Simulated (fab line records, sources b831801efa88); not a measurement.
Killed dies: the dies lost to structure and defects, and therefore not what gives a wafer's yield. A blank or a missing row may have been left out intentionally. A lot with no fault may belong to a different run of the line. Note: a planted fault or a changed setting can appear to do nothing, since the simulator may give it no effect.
The tool behind it: which one?    flow sky130    Sampling: 12 lots, 36 wafers, 6 of 708 route steps

== WHAT THE GAUGES SHOWED, per wafer ==
SKY_POLY_CUT_OVL_MEAS_09. Usual: POLY_CUT_OVL gives 2 nm (standard deviation 4.7).
lot   measured      on          POLY_CUT_OVL (nm)  flag
L604  day 24 01:43  overlay-02  5 6 7              
L606  day 24 23:06  overlay-01  -1 1 -4            
L607  day 25 04:33  overlay-02  8 2 -1             
L608  day 25 23:20  overlay-02  3 -2 5             
L609  day 26 03:54  overlay-02  0 0 0              
L616  day 28 15:09  overlay-01  7 7 8              
L617  day 29 01:48  overlay-01  1 -3 -10           
L621  day 30 22:07  overlay-02  3 8 7              
L623  day 31 06:52  overlay-01  7 4 1              
L625  day 31 15:30  overlay-02  3 8 6              
L626  day 31 21:35  overlay-02  -4 3 1             
L627  day 32 00:54  overlay-02  -5 1 -10           

SKY_RES_XHIGH_TW_MEAS_09. Usual: RES_XHIGH_TW gives 1625 (standard deviation 14).
lot   measured      on             RES_XHIGH_TW    flag
L604  day 26 13:21  film metro-02  1611 1613 1610  
L606  day 27 09:52  film metro-02  1623 1630 1620  
L607  day 27 14:47  film metro-03  1644 1636 1637  
L608  day 28 10:35  film metro-03  1634 1642 1639  
L609  day 28 14:11  film metro-02  1620 1615 1615  
L616  day 30 23:11  film metro-04  1631 1629 1628  
L617  day 31 09:56  film metro-03  1650 1641 1650  
L621  day 33 05:16  film metro-03  1645 1654 1659  
L623  day 33 12:58  film metro-02  1611 1621 1614  
L625  day 33 21:13  film metro-03  1656 1654 1649  
L626  day 34 03:55  film metro-03  1650 1640 1662  
L627  day 34 07:07  film metro-04  1616 1624 1621  

SKY_SD_N_RS_MEAS_16: measurement is done with a four-point probe. Usual: SD_N_RS gives 68.54 ohm/sq (standard deviation 0.13).
lot   measured      on             SD_N_RS (ohm/sq)   flag
L604  day 27 19:31  film metro-02  63.55 63.70 63.58  OFF
L606  day 28 15:31  film metro-02  68.72 68.60 68.77  
L607  day 28 20:26  film metro-04  63.83 63.72 63.65  OFF
L608  day 29 15:29  film metro-03  68.53 68.58 68.48  
L609  day 29 18:49  film metro-04  63.84 63.96 63.84  OFF
L616  day 32 03:10  film metro-04  68.59 68.55 68.58  
L617  day 32 13:06  film metro-02  68.57 68.60 68.57  
L621  day 34 08:50  film metro-02  68.41 68.43 68.63  
L623  day 34 15:47  film metro-02  68.52 68.52 68.57  
L625  day 35 00:26  film metro-04  68.76 68.56 68.43  
L626  day 35 05:44  film metro-04  68.62 68.53 68.60  
L627  day 35 10:32  film metro-02  68.55 68.54 68.60  

== EACH LOT AND THE TOOL THAT RAN IT (in order: tool; ch and the chambers of the sampled wafers; start) ==
lot   SKY_POLY_CUT_ETCH_11                SKY_SD_N_IMPLANT_09              SKY_SD_N_STRIP_11
L604  rie diel-02 ch 0,3, day 24 01:47    implanter-04 ch 0, day 27 18:31  plasma asher-01 ch 0,1, day 27 19:08
L606  rie diel-03 ch 1,2,3, day 24 23:11  implanter-04 ch 0, day 28 14:50  plasma asher-04 ch 0,1, day 28 15:08
L607  rie diel-02 ch 1,2,3, day 25 04:37  implanter-03 ch 0, day 28 19:26  plasma asher-01 ch 0,1, day 28 20:02
L608  rie diel-02 ch 0,2,3, day 25 23:25  implanter-01 ch 0, day 29 14:49  plasma asher-01 ch 0,1, day 29 15:07
L609  rie diel-01 ch 0,2,3, day 26 03:58  implanter-03 ch 0, day 29 17:46  plasma asher-04 ch 0,1, day 29 18:22
L616  rie diel-03 ch 2,3, day 28 15:13    implanter-03 ch 0, day 32 02:29  plasma asher-03 ch 0,1, day 32 02:46
L617  rie diel-01 ch 1,3, day 29 01:53    implanter-01 ch 0, day 32 12:23  plasma asher-04 ch 0, day 32 12:40
L621  rie diel-03 ch 0,3, day 30 22:11    implanter-03 ch 0, day 34 08:06  plasma asher-04 ch 0,1, day 34 08:23
L623  rie diel-03 ch 1,2,3, day 31 06:56  implanter-01 ch 0, day 34 15:04  plasma asher-04 ch 0,1, day 34 15:22
L625  rie diel-02 ch 0,2,3, day 31 15:35  implanter-03 ch 0, day 34 23:46  plasma asher-03 ch 0,1, day 35 00:04
L626  rie diel-03 ch 0,2,3, day 31 21:40  implanter-03 ch 0, day 35 05:02  plasma asher-03 ch 0,1, day 35 05:20
L627  rie diel-02 ch 0,2,3, day 32 00:58  implanter-04 ch 0, day 35 09:50  plasma asher-03 ch 0,1, day 35 10:07
- SKY_POLY_CUT_ETCH_11: etches Si3N4 in CF4/CH2F2/Ar, stops on poly-Si, time 42.5 s, target depth 60 nm.
- SKY_SD_N_IMPLANT_09
- SKY_SD_N_STRIP_11: strips in O2/N2.

== WHAT THE TOOLS THEMSELVES READ (means of the sampled wafers that have a number; where no wafer has one, the mark that the record gives instead) ==
SKY_POLY_CUT_ETCH_11. Usual: drypump motor current A 5.54 A, standard deviation 0.28; oes product au 0.830 a.u., standard deviation 0.0066; throttle valve pct 14.994 %, standard deviation 0.0093.
lot   tool         drypump motor current A (A)  oes product au (a.u.)  throttle valve pct (%)  flag
L604  rie diel-02  5.32                         0.831                  14.998                  
L606  rie diel-03  5.47                         0.829                  14.987                  
L607  rie diel-02  5.52                         0.829                  14.985                  
L608  rie diel-02  5.59                         0.824                  14.988                  
L609  rie diel-01  5.72                         0.831                  14.989                  
L616  rie diel-03  5.55                         0.824                  15.001                  
L617  rie diel-01  5.66                         0.835                  14.997                  
L621  rie diel-03  5.69                         0.828                  14.993                  
L623  rie diel-03  5.48                         0.827                  14.994                  
L625  rie diel-02  5.59                         0.830                  14.985                  
L626  rie diel-03  5.61                         0.826                  15.002                  
L627  rie diel-02  5.56                         0.841                  14.991                  

SKY_SD_N_STRIP_11. Usual: drypump motor current A 5.8 A, standard deviation 0.36; n2 flow sccm 300.1 sccm, standard deviation 0.95; oes product au 0.527 a.u., standard deviation 0.0043; strip time to endpoint s 22.54 s, standard deviation 0.035.
lot   tool             drypump motor current A (A)  n2 flow sccm (sccm)  oes product au (a.u.)  strip time to endpoint s (s)  flag
L604  plasma asher-01  5.3                          300.1                0.511                  23.80                         OFF
L606  plasma asher-04  5.8                          299.6                0.530                  22.56                         
L607  plasma asher-01  5.5                          299.1                0.507                  23.80                         OFF
L608  plasma asher-01  5.5                          300.5                0.532                  22.52                         
L609  plasma asher-04  5.8                          300.8                0.515                  23.80                         OFF
L616  plasma asher-03  6.0                          300.3                0.522                  22.56                         
L617  plasma asher-04  5.7                          299.8                0.527                  22.56                         
L621  plasma asher-04  5.8                          300.5                0.524                  22.59                         
L623  plasma asher-04  5.8                          299.7                0.529                  22.54                         
L625  plasma asher-03  6.3                          300.5                0.526                  22.58                         
L626  plasma asher-03  6.0                          300.3                0.525                  22.51                         
L627  plasma asher-03  6.0                          301.6                0.530                  22.50                         

== THE ANSWER, worked out from the rows above alone ==
Rule: a lot is off if the mean of its wafers that have a number lies more than 3 standard deviations from the usual mean. A lot without any number at a reading at which 4 lots or more have one is off too. Where the step has rows for the other lots, those lots are counted as sound. Order of review: gauges by route order, followed by the tools' own readings, for which a lot's mean as printed above is used. The first step at which some lot is off is used, and at that step the reading that is off furthest; a lot without a number counts as furthest.
Off: L604, L607, L609, seen at SKY_SD_N_RS_MEAS_16 (SD_N_RS).
If a tool, at a process step before that reading, ran all the lots that are off and no sound lot after the first of them, it fits. Not tried: the gauges at SKY_SD_N_RS_MEAS_16; whatever is off there is also off at SKY_SD_N_STRIP_11, on other tools, and gauge error can't account for it. No candidate that was tried fits.

== WHAT THE SIMULATOR PUT IN ==
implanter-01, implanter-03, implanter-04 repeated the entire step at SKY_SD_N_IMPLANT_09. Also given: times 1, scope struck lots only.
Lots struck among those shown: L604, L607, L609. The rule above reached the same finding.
